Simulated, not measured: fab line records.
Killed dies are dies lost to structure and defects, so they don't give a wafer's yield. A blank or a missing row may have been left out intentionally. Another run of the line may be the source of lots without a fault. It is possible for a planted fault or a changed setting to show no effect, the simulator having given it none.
Which tool is to blame? ; flow gf180mcu ; 36 wafers sampled from 12 lots at 1 step of a route of 602

## WHAT THE GAUGES SHOWED, per wafer
GF_STI_THK_MEAS_02.
lot;measured;on;STI_OXIDATION_THK (nm)
L075;day 1 16:50;filmMetro-01;9.99 9.84 10.14
L077;day 2 02:31;filmMetro-04;9.57 9.54 9.50
L079;day 2 12:31;filmMetro-04;9.84 9.76 9.81
L081;day 3 00:38;filmMetro-02;10.00 10.00 9.74
L083;day 3 11:10;filmMetro-04;10.37 10.39 10.28
L085;day 3 18:31;filmMetro-01;9.91 10.02 9.97
L087;day 4 04:31;filmMetro-02;9.72 9.88 9.89
L089;day 4 14:32;filmMetro-02;10.05 9.85 9.81
L091;day 5 00:32;filmMetro-01;10.04 9.85 10.23
L093;day 5 10:31;filmMetro-02;10.35 10.11 10.19
L095;day 5 20:31;filmMetro-02;9.94 10.01 9.95
L097;day 6 07:59;filmMetro-04;9.90 9.95 9.93

## WHAT TOOL EACH LOT RAN ON (gives the tool, then ch and the chambers of the sampled wafers, and finally the start)
The record shows no process step preceding these readings.

## THE ANSWER, worked out from the rows above alone
Rule: the usual values come from the lots themselves. The widest of any qualifying gaps counts: lots, ordered by their means at a reading, are off when they make up no more than a third of the lots, leave a main group of 4 or more, and stand apart from it by 3 or more times the standard deviation of that group's means. A main group is skipped when, at the precision printed for the reading in the tables above, its means are all equal. Also off: a lot with no number at a reading for which 4 or more lots have one. All remaining lots with rows at the step are treated as sound.
No lot is off at any reading shown: from this, nothing can be told.

## WHAT WAS PUT IN BY THE SIMULATOR
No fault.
